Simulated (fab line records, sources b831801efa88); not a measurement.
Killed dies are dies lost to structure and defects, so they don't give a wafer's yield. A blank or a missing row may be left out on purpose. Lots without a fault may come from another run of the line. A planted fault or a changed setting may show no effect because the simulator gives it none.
One fault seen from 2 desks | flow gf180mcu | each desk has only its own numbers; what lay behind them comes last

THE TOOL OWNER'S DESK: litho_track-01
The tool's own readings at GF_HV_LDD_COAT_41 (resist thk 1000 nm): means of the sampled wafers that have a number, for each lot that ran on this tool. A lot is out of limits, marked OUT, if its mean lies more than 4 standard deviations from the usual mean; the brackets give that distance.
Columns: A = spin_speed_rpm at GF_HV_LDD_COAT_41, usual 3000.4 rpm
lot  | first seen here | A
L714 | day 16 10:13    | 2999.4
L715 | day 16 16:52    | 3000.1
This desk's finding: nothing out of limits on any of the 2 lots.

THE METROLOGY DESK
What the gauges read, lot by lot, whatever tool the lot ran on: means of the sampled wafers that have a number. A lot is out of limits, marked OUT, if its mean lies more than 4 standard deviations from the usual mean; the brackets give that distance.
Columns: A = MVPSD_RS at GF_VT_IMPLANT_RS_MEAS_49, usual 1168.8 ohm/sq; B = cd_nm at GF_HV_LDD_CD_MEAS_46, usual 400.3 nm
lot  | first seen here | A      | B
L702 | day 8 11:26     | 1168.7 | 397.3
L701 | day 8 12:06     | 1173.1 | 400.9
L704 | day 8 19:13     | 1168.7 | 403.6
L706 | day 9 03:50     | 1168.3 | 401.6
L708 | day 9 14:06     | 1165.7 | 400.5
L714 | day 11 12:02    | 1167.5 | 560.0 (+61) OUT
L715 | day 11 15:32    | 1170.7 | 560.6 (+62) OUT
L719 | day 12 19:28    | 1167.7 | 405.8
L720 | day 13 02:15    | 1164.7 | 400.1
L721 | day 13 09:55    | 1167.7 | 401.1
L722 | day 13 15:53    | 1171.6 | 395.5
L723 | day 13 21:20    | 1172.8 | 399.3
This desk's finding: out of limits on L714, L715; first on L714, day 16 21:37 (cd_nm at GF_HV_LDD_CD_MEAS_46). In limits: L702, L701, L704, L706, L708, L719, L720, L721, L722, L723.

PUT TOGETHER
The metrology desk could have raised an alarm at day 16 21:37, on L714, L715.
The tool owner's desk saw nothing out of limits.
The tool owner's desk has L714, L715 on record, within its limits.
Of the lots named, all ran GF_HV_LDD_COAT_41 on litho_track-01.

WHAT THE SIMULATOR HAD PUT IN
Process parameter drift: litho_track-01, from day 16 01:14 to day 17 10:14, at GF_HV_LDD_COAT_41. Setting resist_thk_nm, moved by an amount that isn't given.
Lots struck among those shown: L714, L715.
Hours from the fault's start to each desk's first reading out of limits: the metrology desk, 20.
